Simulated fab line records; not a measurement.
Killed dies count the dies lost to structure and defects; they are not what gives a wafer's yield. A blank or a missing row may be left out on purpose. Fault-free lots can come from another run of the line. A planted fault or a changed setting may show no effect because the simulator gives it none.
fab line records + flow gf180mcu
[record]
- lots = 14
- wafers = 42
- lastDay = 34
route steps=602 shown CONTACT@312 V1@338 M2@362
lots that met no fault: taken from a fault-free run of the same line
startH: hours from the record's opening day to when the first of the lot's shown wafers began + waitH: hours from the lot's prior step to this one + " identical to the entry in the row above + L1.1+2: one row covering several wafers at once + - value missing, or start not given + * or withheld: withheld + < > ~ a bound
route shown NAME@n: NAME is a module with steps in the file, n the number in the route of the first one + usual: average and standard deviation across the fault-free wafers + same: alike in all rows + chamber/n: place in a boat + sites: the reading at each site + _std_site: the values' standard deviation + _edge_site: mean of outer sites minus mean of inner sites + radiusMm: how far each site lies from the wafer's centre + mask NAME#n: copy n + behind: the tool/chamber that last shaped the wafer + hold: reason for holding the lot/hours on hold/outcome of the hold + device: names the non-switching transistor (n, p or np) + end of line: tests of these same wafers at the route's end + step lacking rows: just its recipe + killed: not the wafer's yield, but the dies lost to structure and defects at the first sort + map: the dies of a wafer, with x for killed, . for not killed, _ for no die there
set.NAME: setting as actually run; set.NAME@STEP: the setting as run at that earlier step + model.NAME: the simulator's own value behind a step, which no gauge read
a sample of lots followed through the steps of the route, with each step as a table and each wafer as a row
services: when a tool's chamber went out of use (startH, in hours from the record's first day, below 0 if earlier), for how many hours, and the reason
[[steps]]
[step GF_CONTACT_RS_MEAS_25]
[recipe]
- thkMeasGauge = four-point-probe
- reads = W_of_CONTACT_CVD_24+TiN_of_CONTACT_SPUTTER_23+Ti_of_CONTACT_SPUTTER_22
[usual]
- CONTACT_W_RS = 0.383/0.0046
| lot.wafer | tool         | chamber | startH | waitH | CONTACT_W_RS[ohm/sq] |
|-----------|--------------|---------|--------|-------|----------------------|
| L460.2    | filmMetro-01 | -       | 363.28 | 0.1   | 0.381                |
| L460.4    | "            | -       | "      | "     | 0.389                |
| L460.5    | "            | -       | "      | "     | 0.386                |
| L461.1    | filmMetro-03 | -       | 371.13 | 0.1   | 0.380                |
| L461.4    | "            | -       | "      | "     | 0.378                |
| L461.6    | "            | -       | "      | "     | 0.386                |
| L463.2    | filmMetro-02 | -       | 382.99 | 0.1   | 0.382                |
| L463.3    | "            | -       | "      | "     | 0.378                |
| L463.5    | "            | -       | "      | "     | 0.378                |
| L464.1    | filmMetro-02 | -       | 393.89 | 0.1   | 0.387                |
| L464.3    | "            | -       | "      | "     | 0.388                |
| L464.6    | "            | -       | "      | "     | 0.396                |
| L466.2    | filmMetro-01 | -       | 409.19 | 0.1   | 0.380                |
| L466.5    | "            | -       | "      | "     | 0.383                |
| L466.6    | "            | -       | "      | "     | 0.381                |
| L467.1    | filmMetro-01 | -       | 422.04 | 0.1   | 0.386                |
| L467.2    | "            | -       | "      | "     | 0.387                |
| L467.6    | "            | -       | "      | "     | 0.385                |
| L475.1    | filmMetro-03 | -       | 500.82 | 0.1   | 0.378                |
| L475.3    | "            | -       | "      | "     | 0.378                |
| L475.4    | "            | -       | "      | "     | 0.379                |
| L476.3    | filmMetro-03 | -       | 505.42 | 0.1   | 0.383                |
| L476.4    | "            | -       | "      | "     | 0.386                |
| L476.6    | "            | -       | "      | "     | 0.380                |
| L477.1    | filmMetro-02 | -       | 522.13 | 0.1   | 0.381                |
| L477.4    | "            | -       | "      | "     | 0.382                |
| L477.6    | "            | -       | "      | "     | 0.384                |
| L478.4    | filmMetro-02 | -       | 527.69 | 0.1   | 0.386                |
| L478.5    | "            | -       | "      | "     | 0.386                |
| L478.6    | "            | -       | "      | "     | 0.389                |
| L479.1    | filmMetro-01 | -       | 539.12 | 0.1   | 0.384                |
| L479.5    | "            | -       | "      | "     | 0.388                |
| L479.6    | "            | -       | "      | "     | 0.385                |
| L481.1    | filmMetro-01 | -       | 541.36 | 0.1   | 0.380                |
| L481.4    | "            | -       | "      | "     | 0.388                |
| L481.6    | "            | -       | "      | "     | 0.381                |
| L480.1    | filmMetro-03 | -       | 541.82 | 0.1   | 0.384                |
| L480.4    | "            | -       | "      | "     | 0.383                |
| L480.5    | "            | -       | "      | "     | 0.377                |
| L482.3    | filmMetro-02 | -       | 551.15 | 0.1   | 0.386                |
| L482.4    | "            | -       | "      | "     | 0.387                |
| L482.6    | "            | -       | "      | "     | 0.390                |
[step GF_V1_THK_MEAS_03]
[recipe]
- reads = SiO2_of_V1_CVD_02
[usual]
- V1_CVD_02_THK = 849/11
| lot.wafer | tool         | chamber | startH | waitH | V1_CVD_02_THK[nm] |
|-----------|--------------|---------|--------|-------|-------------------|
| L460.2    | filmMetro-01 | -       | 388.49 | 0.1   | 843               |
| L460.4    | "            | -       | "      | "     | 854               |
| L460.5    | "            | -       | "      | "     | 868               |
| L461.1    | filmMetro-04 | -       | 395.35 | 0.0   | 840               |
| L461.4    | "            | -       | "      | "     | 854               |
| L461.6    | "            | -       | "      | "     | 853               |
| L463.2    | filmMetro-04 | -       | 407.31 | 0.0   | 823               |
| L463.3    | "            | -       | "      | "     | 831               |
| L463.5    | "            | -       | "      | "     | 856               |
| L464.1    | filmMetro-03 | -       | 417.64 | 0.0   | 842               |
| L464.3    | "            | -       | "      | "     | 832               |
| L464.6    | "            | -       | "      | "     | 851               |
| L466.2    | filmMetro-04 | -       | 435.15 | 0.0   | 831               |
| L466.5    | "            | -       | "      | "     | 850               |
| L466.6    | "            | -       | "      | "     | 851               |
| L467.1    | filmMetro-04 | -       | 448.25 | 0.0   | 834               |
| L467.2    | "            | -       | "      | "     | 826               |
| L467.6    | "            | -       | "      | "     | 854               |
| L475.1    | filmMetro-04 | -       | 525.35 | 0.0   | 829               |
| L475.3    | "            | -       | "      | "     | 833               |
| L475.4    | "            | -       | "      | "     | 854               |
| L476.3    | filmMetro-03 | -       | 529.72 | 0.1   | 839               |
| L476.4    | "            | -       | "      | "     | 875               |
| L476.6    | "            | -       | "      | "     | 864               |
| L477.1    | filmMetro-04 | -       | 546.30 | 0.0   | 854               |
| L477.4    | "            | -       | "      | "     | 868               |
| L477.6    | "            | -       | "      | "     | 860               |
| L478.4    | filmMetro-01 | -       | 551.76 | 0.0   | 869               |
| L478.5    | "            | -       | "      | "     | 856               |
| L478.6    | "            | -       | "      | "     | 858               |
| L479.1    | filmMetro-04 | -       | 562.66 | 0.0   | 831               |
| L479.5    | "            | -       | "      | "     | 834               |
| L479.6    | "            | -       | "      | "     | 853               |
| L481.1    | filmMetro-03 | -       | 565.28 | 0.0   | 845               |
| L481.4    | "            | -       | "      | "     | 847               |
| L481.6    | "            | -       | "      | "     | 858               |
| L480.1    | filmMetro-01 | -       | 565.92 | 0.0   | 840               |
| L480.4    | "            | -       | "      | "     | 851               |
| L480.5    | "            | -       | "      | "     | 860               |
| L482.3    | filmMetro-01 | -       | 575.30 | 0.1   | 846               |
| L482.4    | "            | -       | "      | "     | 865               |
| L482.6    | "            | -       | "      | "     | 866               |
[step GF_M2_SPUTTER_00]
[recipe]
- material = Ti
- targetThkNm = 37.5
- arrivingIonEnergyEv = 80
- substrateTempC = 200
- chamberPressurePa = 2
- powerW = 4000
- timeS = 150
[usual]
- cathodeDcPowerW = 4000.0/0.81
- chamberPressurePa = 2.000/0.0039
- throttleValvePct = 30.0/1.1
| lot.wafer | tool          | chamber | startH | waitH | cathodeDcPowerW | chamberPressurePa | throttleValvePct |
|-----------|---------------|---------|--------|-------|-----------------|-------------------|------------------|
| L460.2    | pvdSputter-01 | -       | 413.29 | 0.2   | 3999.2          | 1.994             | 30.6             |
| L460.4    | "             | -       | "      | "     | 3999.4          | 2.004             | 31.0             |
| L460.5    | "             | -       | "      | "     | 4000.9          | 1.996             | 30.5             |
| L461.1    | pvdSputter-04 | -       | 420.08 | 0.2   | 3999.7          | 1.998             | 31.6             |
| L461.4    | "             | -       | "      | "     | 4000.7          | 2.000             | 29.2             |
| L461.6    | "             | -       | "      | "     | 4000.1          | 2.005             | 31.5             |
| L463.2    | pvdSputter-02 | -       | 433.70 | 0.1   | 4001.5          | 2.000             | 30.7             |
| L463.3    | "             | -       | "      | "     | 3999.1          | 2.005             | 27.8             |
| L463.5    | "             | -       | "      | "     | 4000.1          | 1.995             | 30.1             |
| L464.1    | pvdSputter-02 | -       | 443.66 | 0.1   | 4000.2          | 1.992             | 30.3             |
| L464.3    | "             | -       | "      | "     | 3999.6          | 1.996             | 30.6             |
| L464.6    | "             | -       | "      | "     | 3999.4          | 2.000             | 27.8             |
| L466.2    | pvdSputter-04 | -       | 462.01 | 0.2   | 4000.2          | 2.000             | 30.1             |
| L466.5    | "             | -       | "      | "     | 4000.8          | 1.995             | 29.9             |
| L466.6    | "             | -       | "      | "     | 4001.8          | 2.006             | 31.7             |
| L467.1    | pvdSputter-04 | -       | 474.11 | 0.2   | 3999.8          | 2.010             | 30.1             |
| L467.2    | "             | -       | "      | "     | 3999.7          | 1.998             | 29.2             |
| L467.6    | "             | -       | "      | "     | 4001.0          | 1.999             | 30.4             |
| L475.1    | pvdSputter-02 | -       | 550.14 | 0.2   | -               | -                 | -                |
| L475.3    | "             | -       | "      | "     | -               | -                 | -                |
| L475.4    | "             | -       | "      | "     | -               | -                 | -                |
| L476.3    | pvdSputter-04 | -       | 553.84 | 0.2   | -               | -                 | -                |
| L476.4    | "             | -       | "      | "     | -               | -                 | -                |
| L476.6    | "             | -       | "      | "     | -               | -                 | -                |
| L477.1    | pvdSputter-02 | -       | 569.87 | 0.2   | -               | -                 | -                |
| L477.4    | "             | -       | "      | "     | -               | -                 | -                |
| L477.6    | "             | -       | "      | "     | -               | -                 | -                |
| L478.4    | pvdSputter-04 | -       | 576.57 | 0.1   | 4000.3          | 1.999             | 30.5             |
| L478.5    | "             | -       | "      | "     | 4000.1          | 2.000             | 31.6             |
| L478.6    | "             | -       | "      | "     | 4000.2          | 2.002             | 30.4             |
| L479.1    | pvdSputter-02 | -       | 586.37 | 0.1   | 3998.0          | 2.004             | 30.3             |
| L479.5    | "             | -       | "      | "     | 3998.6          | 1.994             | 28.8             |
| L479.6    | "             | -       | "      | "     | 4000.9          | 2.004             | 27.6             |
| L481.1    | pvdSputter-04 | -       | 589.29 | 0.1   | 4000.0          | 1.999             | 30.1             |
| L481.4    | "             | -       | "      | "     | 4000.2          | 2.001             | 29.3             |
| L481.6    | "             | -       | "      | "     | 4000.6          | 1.998             | 29.9             |
| L480.1    | pvdSputter-01 | -       | 589.37 | 0.2   | 3998.2          | 1.996             | 29.6             |
| L480.4    | "             | -       | "      | "     | 4000.0          | 1.992             | 30.6             |
| L480.5    | "             | -       | "      | "     | 4000.1          | 1.998             | 30.3             |
| L482.3    | pvdSputter-04 | -       | 598.94 | 0.1   | 3999.9          | 1.993             | 30.1             |
| L482.4    | "             | -       | "      | "     | 4000.5          | 1.995             | 30.3             |
| L482.6    | "             | -       | "      | "     | 3998.7          | 1.999             | 31.7             |
[step GF_M2_CD_MEAS_14]
[recipe]
- targetCdNm = 280
[usual]
- cdNm = 280.0/1.2
| lot.wafer | tool     | chamber | startH | waitH | cdNm  |
|-----------|----------|---------|--------|-------|-------|
| L460.2    | cdSem-01 | -       | 438.23 | 0.1   | 281.6 |
| L460.4    | "        | -       | "      | "     | 281.7 |
| L460.5    | "        | -       | "      | "     | 281.9 |
| L461.1    | cdSem-02 | -       | 444.58 | 0.1   | 278.1 |
| L461.4    | "        | -       | "      | "     | 278.1 |
| L461.6    | "        | -       | "      | "     | 278.2 |
| L463.2    | cdSem-02 | -       | 458.28 | 0.1   | 280.5 |
| L463.3    | "        | -       | "      | "     | 280.6 |
| L463.5    | "        | -       | "      | "     | 280.0 |
| L464.1    | cdSem-02 | -       | 467.83 | 0.1   | 281.2 |
| L464.3    | "        | -       | "      | "     | 281.6 |
| L464.6    | "        | -       | "      | "     | 282.7 |
| L466.2    | cdSem-02 | -       | 485.29 | 0.1   | 280.8 |
| L466.5    | "        | -       | "      | "     | 279.3 |
| L466.6    | "        | -       | "      | "     | 282.1 |
| L467.1    | cdSem-01 | -       | 497.61 | 0.1   | 279.0 |
| L467.2    | "        | -       | "      | "     | 279.5 |
| L467.6    | "        | -       | "      | "     | 279.1 |
| L475.1    | cdSem-02 | -       | 572.35 | 0.1   | 280.1 |
| L475.3    | "        | -       | "      | "     | 279.6 |
| L475.4    | "        | -       | "      | "     | 280.0 |
| L476.3    | cdSem-02 | -       | 576.77 | 0.1   | 280.4 |
| L476.4    | "        | -       | "      | "     | 278.3 |
| L476.6    | "        | -       | "      | "     | 280.6 |
| L477.1    | cdSem-02 | -       | 591.90 | 0.1   | 279.6 |
| L477.4    | "        | -       | "      | "     | 280.0 |
| L477.6    | "        | -       | "      | "     | 279.9 |
| L478.4    | cdSem-01 | -       | 598.74 | 0.1   | 278.9 |
| L478.5    | "        | -       | "      | "     | 280.0 |
| L478.6    | "        | -       | "      | "     | 279.8 |
| L479.1    | cdSem-01 | -       | 607.65 | 0.1   | 280.9 |
| L479.5    | "        | -       | "      | "     | 281.3 |
| L479.6    | "        | -       | "      | "     | 281.1 |
| L481.1    | cdSem-02 | -       | 610.28 | 0.1   | 281.1 |
| L481.4    | "        | -       | "      | "     | 282.5 |
| L481.6    | "        | -       | "      | "     | 282.4 |
| L480.1    | cdSem-02 | -       | 610.86 | 0.1   | 281.7 |
| L480.4    | "        | -       | "      | "     | 280.8 |
| L480.5    | "        | -       | "      | "     | 281.5 |
| L482.3    | cdSem-02 | -       | 620.62 | 0.1   | 280.2 |
| L482.4    | "        | -       | "      | "     | 279.7 |
| L482.6    | "        | -       | "      | "     | 280.3 |
[[services]]
| tool          | chamber | startH | hours | kind   |
|---------------|---------|--------|-------|--------|
| pvdSputter-04 | -       | 407.97 | 6.6   | repair |
| pvdSputter-04 | -       | 465.24 | 1.7   | repair |
| pvdSputter-01 | -       | 494.84 | 7.7   | repair |
| pvdSputter-02 | -       | 499.19 | 5.2   | repair |
| pvdSputter-02 | -       | 529.46 | 8.3   | repair |
| pvdSputter-04 | -       | 593.57 | 2.4   | repair |
[[key]]
[firstSign]
- step = GF_M2_SPUTTER_00
- reading = toolRecord
- direction = missing
effect none on later readings
metAt GF_M2_SPUTTER_00
struckLots L475,L476,L477
notActingAt GF_CONTACT_RS_MEAS_25,GF_V1_THK_MEAS_03,GF_M2_CD_MEAS_14
onsetBetween 474.11 550.14
[fault]
- kind = skippedStepWhole
- tool = pvdSputter-02,pvdSputter-04
- chamber = -
- onsetH = 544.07
- steps = GF_M2_SPUTTER_00
- scope = struckLotsOnly
